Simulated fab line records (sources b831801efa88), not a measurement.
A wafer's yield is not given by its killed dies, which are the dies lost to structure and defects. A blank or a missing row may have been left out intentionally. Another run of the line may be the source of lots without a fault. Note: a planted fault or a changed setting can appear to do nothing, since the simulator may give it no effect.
fab line records || flow sfq-line
record {"lots": 15, "wafers": 45, "last-day": 91}
route steps=325 shown JJ@188
lots that met no fault: taken from a fault-free run of the same line
start-h: start of the lot's first displayed wafer, in hours after the record's first day || wait-h: time in hours since the lot's previous step || " repeats the value in the row above || L1.1+2: a single row standing in for several wafers || - no value present, or no start provided || * or withheld: withheld || < > ~ a bound
route shown NAME@n: a module of which the file shows steps, and the number in the route of the first || usual: average and standard deviation across the fault-free wafers || same: alike in all rows || chamber/n: place in a boat || sites: the reading at each site || _std_site: how widely they spread, as a standard deviation || _edge_site: mean of outer sites minus mean of inner sites || radius-mm: how far each site lies from the wafer's centre || mask NAME#n: copy n || behind: tool/chamber where the wafer was last shaped || hold: the reason the lot was held/the length of the hold in hours/how it ended || device: the transistor (n, p or np) that didn't switch || end of line: the same wafers' tests at the end of the route || for a step that has no rows: nothing shown but its recipe || killed: dies that structure and defects cost at the first sort, which is not the same as the wafer's yield || map: dies across one wafer; x = killed, . = not, _ = none there
set.NAME: setting as actually run; set.NAME@STEP: the setting as run at that earlier step || model.NAME: the simulator's own value behind a step, which no gauge read
route steps across a sampled set of lots; one table per step, one row per wafer
services: the hour from which a tool's chamber was out of use, counted from the record's first day as start-h (under 0 if before that day), plus the number of hours and why
## steps
# step SFQ_TRILAYER_JJ_CE_LITHO_EXPOSE_115
# recipe {"mask-id": "J5", "na": 0.6, "source-shape": "conventional", "sigma-outer": 0.65, "target-cd-nm": 700, "dose-mj": 14.4}
# usual {"exposure-dose-mJ-cm2": "14.401/0.013", "focus-offset-nm": "-0.1/0.48", "sigma-outer": "0.65/0"}
{"lot.wafer": "L632.2", "tool": "krf-scanner-01", "chamber": 0, "start-h": 1216.84, "wait-h": "-", "mask": "J5#0", "exposure-dose-mJ-cm2": 14.403, "focus-offset-nm": 0.2, "sigma-outer": 0.65}
{"lot.wafer": "L632.4", "tool": "krf-scanner-01", "chamber": 0, "start-h": 1216.84, "wait-h": "-", "mask": "J5#0", "exposure-dose-mJ-cm2": 14.395, "focus-offset-nm": -0.2, "sigma-outer": 0.65}
{"lot.wafer": "L632.5", "tool": "krf-scanner-01", "chamber": 0, "start-h": 1216.84, "wait-h": "-", "mask": "J5#0", "exposure-dose-mJ-cm2": 14.429, "focus-offset-nm": -0.1, "sigma-outer": 0.65}
{"lot.wafer": "L633.3", "tool": "krf-scanner-01", "chamber": 0, "start-h": 1223.04, "wait-h": "-", "mask": "J5#0", "exposure-dose-mJ-cm2": 14.420, "focus-offset-nm": 0.4, "sigma-outer": 0.65}
{"lot.wafer": "L633.5", "tool": "krf-scanner-01", "chamber": 0, "start-h": 1223.04, "wait-h": "-", "mask": "J5#0", "exposure-dose-mJ-cm2": 14.401, "focus-offset-nm": 0.1, "sigma-outer": 0.65}
{"lot.wafer": "L633.6", "tool": "krf-scanner-01", "chamber": 0, "start-h": 1223.04, "wait-h": "-", "mask": "J5#0", "exposure-dose-mJ-cm2": 14.408, "focus-offset-nm": -0.5, "sigma-outer": 0.65}
{"lot.wafer": "L634.1", "tool": "krf-scanner-01", "chamber": 0, "start-h": 1226.06, "wait-h": "-", "mask": "J5#0", "exposure-dose-mJ-cm2": 14.384, "focus-offset-nm": -0.3, "sigma-outer": 0.65}
{"lot.wafer": "L634.4", "tool": "krf-scanner-01", "chamber": 0, "start-h": 1226.06, "wait-h": "-", "mask": "J5#0", "exposure-dose-mJ-cm2": 14.396, "focus-offset-nm": -0.6, "sigma-outer": 0.65}
{"lot.wafer": "L634.6", "tool": "krf-scanner-01", "chamber": 0, "start-h": 1226.06, "wait-h": "-", "mask": "J5#0", "exposure-dose-mJ-cm2": 14.376, "focus-offset-nm": -1.0, "sigma-outer": 0.65}
{"lot.wafer": "L635.4", "tool": "krf-scanner-01", "chamber": 0, "start-h": 1227.86, "wait-h": "-", "mask": "J5#0", "exposure-dose-mJ-cm2": 14.414, "focus-offset-nm": 0.2, "sigma-outer": 0.65}
{"lot.wafer": "L635.5", "tool": "krf-scanner-01", "chamber": 0, "start-h": 1227.86, "wait-h": "-", "mask": "J5#0", "exposure-dose-mJ-cm2": 14.399, "focus-offset-nm": 0.1, "sigma-outer": 0.65}
{"lot.wafer": "L635.6", "tool": "krf-scanner-01", "chamber": 0, "start-h": 1227.86, "wait-h": "-", "mask": "J5#0", "exposure-dose-mJ-cm2": 14.413, "focus-offset-nm": -0.3, "sigma-outer": 0.65}
{"lot.wafer": "L636.1", "tool": "krf-scanner-02", "chamber": 0, "start-h": 1229.79, "wait-h": "-", "mask": "J5#0", "exposure-dose-mJ-cm2": 14.373, "focus-offset-nm": -0.3, "sigma-outer": 0.65}
{"lot.wafer": "L636.4", "tool": "krf-scanner-02", "chamber": 0, "start-h": 1229.79, "wait-h": "-", "mask": "J5#0", "exposure-dose-mJ-cm2": 14.393, "focus-offset-nm": -0.6, "sigma-outer": 0.65}
{"lot.wafer": "L636.6", "tool": "krf-scanner-02", "chamber": 0, "start-h": 1229.79, "wait-h": "-", "mask": "J5#0", "exposure-dose-mJ-cm2": 14.410, "focus-offset-nm": -0.1, "sigma-outer": 0.65}
{"lot.wafer": "L640.1", "tool": "krf-scanner-01", "chamber": 0, "start-h": 1250.63, "wait-h": "-", "mask": "J5#0", "exposure-dose-mJ-cm2": 14.386, "focus-offset-nm": -0.1, "sigma-outer": 0.65}
{"lot.wafer": "L640.2", "tool": "krf-scanner-01", "chamber": 0, "start-h": 1250.63, "wait-h": "-", "mask": "J5#0", "exposure-dose-mJ-cm2": 14.406, "focus-offset-nm": 1.0, "sigma-outer": 0.65}
{"lot.wafer": "L640.6", "tool": "krf-scanner-01", "chamber": 0, "start-h": 1250.63, "wait-h": "-", "mask": "J5#0", "exposure-dose-mJ-cm2": 14.413, "focus-offset-nm": -0.1, "sigma-outer": 0.65}
{"lot.wafer": "L641.2", "tool": "krf-scanner-01", "chamber": 0, "start-h": 1282.13, "wait-h": "-", "mask": "J5#0", "exposure-dose-mJ-cm2": 14.394, "focus-offset-nm": 0.2, "sigma-outer": 0.65}
{"lot.wafer": "L641.3", "tool": "krf-scanner-01", "chamber": 0, "start-h": 1282.13, "wait-h": "-", "mask": "J5#0", "exposure-dose-mJ-cm2": 14.381, "focus-offset-nm": -0.1, "sigma-outer": 0.65}
{"lot.wafer": "L641.5", "tool": "krf-scanner-01", "chamber": 0, "start-h": 1282.13, "wait-h": "-", "mask": "J5#0", "exposure-dose-mJ-cm2": 14.387, "focus-offset-nm": 0.1, "sigma-outer": 0.65}
{"lot.wafer": "L642.1", "tool": "krf-scanner-01", "chamber": 0, "start-h": 1319.88, "wait-h": "-", "mask": "J5#0", "exposure-dose-mJ-cm2": 14.391, "focus-offset-nm": 0.0, "sigma-outer": 0.65}
{"lot.wafer": "L642.2", "tool": "krf-scanner-01", "chamber": 0, "start-h": 1319.88, "wait-h": "-", "mask": "J5#0", "exposure-dose-mJ-cm2": 14.397, "focus-offset-nm": -0.3, "sigma-outer": 0.65}
{"lot.wafer": "L642.4", "tool": "krf-scanner-01", "chamber": 0, "start-h": 1319.88, "wait-h": "-", "mask": "J5#0", "exposure-dose-mJ-cm2": 14.375, "focus-offset-nm": -0.1, "sigma-outer": 0.65}
{"lot.wafer": "L643.2", "tool": "krf-scanner-01", "chamber": 0, "start-h": 1323.68, "wait-h": "-", "mask": "J5#0", "exposure-dose-mJ-cm2": 14.391, "focus-offset-nm": -0.1, "sigma-outer": 0.65}
{"lot.wafer": "L643.4", "tool": "krf-scanner-01", "chamber": 0, "start-h": 1323.68, "wait-h": "-", "mask": "J5#0", "exposure-dose-mJ-cm2": 14.396, "focus-offset-nm": 0.1, "sigma-outer": 0.65}
{"lot.wafer": "L643.6", "tool": "krf-scanner-01", "chamber": 0, "start-h": 1323.68, "wait-h": "-", "mask": "J5#0", "exposure-dose-mJ-cm2": 14.384, "focus-offset-nm": -0.2, "sigma-outer": 0.65}
{"lot.wafer": "L644.3", "tool": "krf-scanner-01", "chamber": "-", "start-h": 1325.08, "wait-h": "-", "mask": "J5#0", "exposure-dose-mJ-cm2": "-", "focus-offset-nm": "-", "sigma-outer": "-"}
{"lot.wafer": "L644.5", "tool": "krf-scanner-01", "chamber": "-", "start-h": 1325.08, "wait-h": "-", "mask": "J5#0", "exposure-dose-mJ-cm2": "-", "focus-offset-nm": "-", "sigma-outer": "-"}
{"lot.wafer": "L644.6", "tool": "krf-scanner-01", "chamber": "-", "start-h": 1325.08, "wait-h": "-", "mask": "J5#0", "exposure-dose-mJ-cm2": "-", "focus-offset-nm": "-", "sigma-outer": "-"}
{"lot.wafer": "L645.1", "tool": "krf-scanner-01", "chamber": "-", "start-h": 1327.08, "wait-h": "-", "mask": "J5#0", "exposure-dose-mJ-cm2": "-", "focus-offset-nm": "-", "sigma-outer": "-"}
{"lot.wafer": "L645.3", "tool": "krf-scanner-01", "chamber": "-", "start-h": 1327.08, "wait-h": "-", "mask": "J5#0", "exposure-dose-mJ-cm2": "-", "focus-offset-nm": "-", "sigma-outer": "-"}
{"lot.wafer": "L645.4", "tool": "krf-scanner-01", "chamber": "-", "start-h": 1327.08, "wait-h": "-", "mask": "J5#0", "exposure-dose-mJ-cm2": "-", "focus-offset-nm": "-", "sigma-outer": "-"}
{"lot.wafer": "L646.1", "tool": "krf-scanner-01", "chamber": "-", "start-h": 1329.48, "wait-h": "-", "mask": "J5#0", "exposure-dose-mJ-cm2": "-", "focus-offset-nm": "-", "sigma-outer": "-"}
{"lot.wafer": "L646.2", "tool": "krf-scanner-01", "chamber": "-", "start-h": 1329.48, "wait-h": "-", "mask": "J5#0", "exposure-dose-mJ-cm2": "-", "focus-offset-nm": "-", "sigma-outer": "-"}
{"lot.wafer": "L646.5", "tool": "krf-scanner-01", "chamber": "-", "start-h": 1329.48, "wait-h": "-", "mask": "J5#0", "exposure-dose-mJ-cm2": "-", "focus-offset-nm": "-", "sigma-outer": "-"}
{"lot.wafer": "L647.2", "tool": "krf-scanner-01", "chamber": 0, "start-h": 1335.68, "wait-h": "-", "mask": "J5#0", "exposure-dose-mJ-cm2": 14.419, "focus-offset-nm": -0.5, "sigma-outer": 0.65}
{"lot.wafer": "L647.3", "tool": "krf-scanner-01", "chamber": 0, "start-h": 1335.68, "wait-h": "-", "mask": "J5#0", "exposure-dose-mJ-cm2": 14.417, "focus-offset-nm": 0.7, "sigma-outer": 0.65}
{"lot.wafer": "L647.5", "tool": "krf-scanner-01", "chamber": 0, "start-h": 1335.68, "wait-h": "-", "mask": "J5#0", "exposure-dose-mJ-cm2": 14.417, "focus-offset-nm": 0.0, "sigma-outer": 0.65}
{"lot.wafer": "L653.2", "tool": "krf-scanner-01", "chamber": 0, "start-h": 1387.12, "wait-h": "-", "mask": "J5#0", "exposure-dose-mJ-cm2": 14.401, "focus-offset-nm": -0.5, "sigma-outer": 0.65}
{"lot.wafer": "L653.3", "tool": "krf-scanner-01", "chamber": 0, "start-h": 1387.12, "wait-h": "-", "mask": "J5#0", "exposure-dose-mJ-cm2": 14.372, "focus-offset-nm": -0.4, "sigma-outer": 0.65}
{"lot.wafer": "L653.4", "tool": "krf-scanner-01", "chamber": 0, "start-h": 1387.12, "wait-h": "-", "mask": "J5#0", "exposure-dose-mJ-cm2": 14.404, "focus-offset-nm": -0.1, "sigma-outer": 0.65}
{"lot.wafer": "L655.2", "tool": "krf-scanner-01", "chamber": 0, "start-h": 1498.87, "wait-h": "-", "mask": "J5#0", "exposure-dose-mJ-cm2": 14.403, "focus-offset-nm": 0.4, "sigma-outer": 0.65}
{"lot.wafer": "L655.3", "tool": "krf-scanner-01", "chamber": 0, "start-h": 1498.87, "wait-h": "-", "mask": "J5#0", "exposure-dose-mJ-cm2": 14.405, "focus-offset-nm": -0.2, "sigma-outer": 0.65}
{"lot.wafer": "L655.5", "tool": "krf-scanner-01", "chamber": 0, "start-h": 1498.87, "wait-h": "-", "mask": "J5#0", "exposure-dose-mJ-cm2": 14.403, "focus-offset-nm": 0.1, "sigma-outer": 0.65}
## services
{"tool": "krf-scanner-01", "chamber": "-", "start-h": 1201.56, "hours": 1.2, "kind": "repair"}
{"tool": "krf-scanner-02", "chamber": "-", "start-h": 1227.47, "hours": 0.8, "kind": "pm"}
{"tool": "krf-scanner-01", "chamber": "-", "start-h": 1238.06, "hours": 1.0, "kind": "pm"}
{"tool": "krf-scanner-01", "chamber": "-", "start-h": 1269.83, "hours": 1.3, "kind": "pm"}
{"tool": "krf-scanner-02", "chamber": "-", "start-h": 1283.79, "hours": 1.0, "kind": "pm"}
{"tool": "krf-scanner-02", "chamber": "-", "start-h": 1316.05, "hours": 1.3, "kind": "pm"}
{"tool": "krf-scanner-01", "chamber": "-", "start-h": 1345.08, "hours": 3.6, "kind": "pm"}
{"tool": "krf-scanner-01", "chamber": "-", "start-h": 1350.09, "hours": 0.6, "kind": "repair"}
{"tool": "krf-scanner-01", "chamber": "-", "start-h": 1354.18, "hours": 3.0, "kind": "repair"}
{"tool": "krf-scanner-02", "chamber": "-", "start-h": 1395.42, "hours": 0.8, "kind": "pm"}
{"tool": "krf-scanner-01", "chamber": "-", "start-h": 1407.32, "hours": 1.0, "kind": "pm"}
{"tool": "krf-scanner-01", "chamber": "-", "start-h": 1415.81, "hours": 0.3, "kind": "repair"}
{"tool": "krf-scanner-02", "chamber": "-", "start-h": 1427.25, "hours": 0.9, "kind": "repair"}
{"tool": "krf-scanner-02", "chamber": "-", "start-h": 1439.25, "hours": 0.3, "kind": "repair"}
{"tool": "krf-scanner-01", "chamber": "-", "start-h": 1445.37, "hours": 1.3, "kind": "pm"}
{"tool": "krf-scanner-02", "chamber": "-", "start-h": 1452.70, "hours": 1.0, "kind": "pm"}
{"tool": "krf-scanner-01", "chamber": "-", "start-h": 1487.62, "hours": 0.8, "kind": "pm"}
{"tool": "krf-scanner-02", "chamber": "-", "start-h": 1492.55, "hours": 1.3, "kind": "pm"}
## key
first-sign {"step": "SFQ_TRILAYER_JJ_CE_LITHO_EXPOSE_115", "reading": "tool-record", "direction": "missing"}
effect none on later readings
met-at SFQ_TRILAYER_JJ_CE_LITHO_EXPOSE_115
struck-lots L644,L645,L646
onset-between 1323.68 1325.08
fault {"kind": "skipped-step-whole", "tool": "krf-scanner-01", "chamber": "-", "onset-h": 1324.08, "steps": "SFQ_TRILAYER_JJ_CE_LITHO_EXPOSE_115", "scope": "struck-lots-only"}
